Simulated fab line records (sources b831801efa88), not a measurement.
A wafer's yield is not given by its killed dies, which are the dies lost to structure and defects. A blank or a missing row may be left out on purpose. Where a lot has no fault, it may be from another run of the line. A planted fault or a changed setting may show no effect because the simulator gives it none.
Which tool did it? | flow gf180mcu | Sampling: 7 lots, 21 wafers, 3 of 602 route steps

== WHAT EACH GAUGE READ, for each wafer ==
GF_HV_LDD_TW_MEAS_50.
lot  | measured     | on           | HV_LDD_4_TW
L391 | day 12 17:58 | filmMetro-01 | 572 573 572
L393 | day 13 05:36 | filmMetro-01 | 570 572 575
L396 | day 14 04:05 | filmMetro-02 | 567 565 569
L398 | day 15 00:38 | filmMetro-01 | 572 570 573
L401 | day 16 01:37 | filmMetro-02 | 567 569 569
L410 | day 18 21:51 | filmMetro-03 | 570 574 571
L412 | day 19 18:59 | filmMetro-01 | 566 567 565

== WHAT TOOL EACH LOT RAN ON (gives the tool, then ch and the chambers of the sampled wafers, and finally the start) ==
lot  | GF_POLY_GATE_STRIP_14               | GF_HV_LDD_IMPLANT_36
L391 | plasmaAsher-01 ch 0,1, day 9 12:45  | implanter-04 ch 0, day 11 22:10
L393 | plasmaAsher-03 ch 0,1, day 9 23:01  | implanter-01 ch 0, day 12 09:33
L396 | plasmaAsher-01 ch 0,1, day 10 17:36 | implanter-03 ch 0, day 13 07:11
L398 | plasmaAsher-04 ch 0,1, day 11 10:56 | implanter-01 ch 0, day 14 02:34
L401 | plasmaAsher-03 ch 0,1, day 12 11:06 | implanter-01 ch 0, day 15 03:44
L410 | plasmaAsher-04 ch 0,1, day 15 01:07 | implanter-03 ch 0, day 17 21:44
L412 | plasmaAsher-01 ch 0,1, day 15 19:40 | implanter-03 ch 0, day 18 18:01
- GF_POLY_GATE_STRIP_14: strips in O2/N2.
- GF_HV_LDD_IMPLANT_36

== THE ANSWER, worked out from the rows above alone ==
Rule: usual is defined by the lots themselves. The widest of any qualifying gaps counts: lots, ordered by their means at a reading, are off when they make up no more than a third of the lots, leave a main group of 4 or more, and stand apart from it by 3 or more times the standard deviation of that group's means. A main group is skipped when, at the precision printed for the reading in the tables above, its means are all equal. A lot without any number at a reading at which 4 lots or more have one is off too. All remaining lots with rows at the step are treated as sound.
None of the lots is off at any reading shown; this tells nothing.

== WHAT WAS PUT IN BY THE SIMULATOR ==
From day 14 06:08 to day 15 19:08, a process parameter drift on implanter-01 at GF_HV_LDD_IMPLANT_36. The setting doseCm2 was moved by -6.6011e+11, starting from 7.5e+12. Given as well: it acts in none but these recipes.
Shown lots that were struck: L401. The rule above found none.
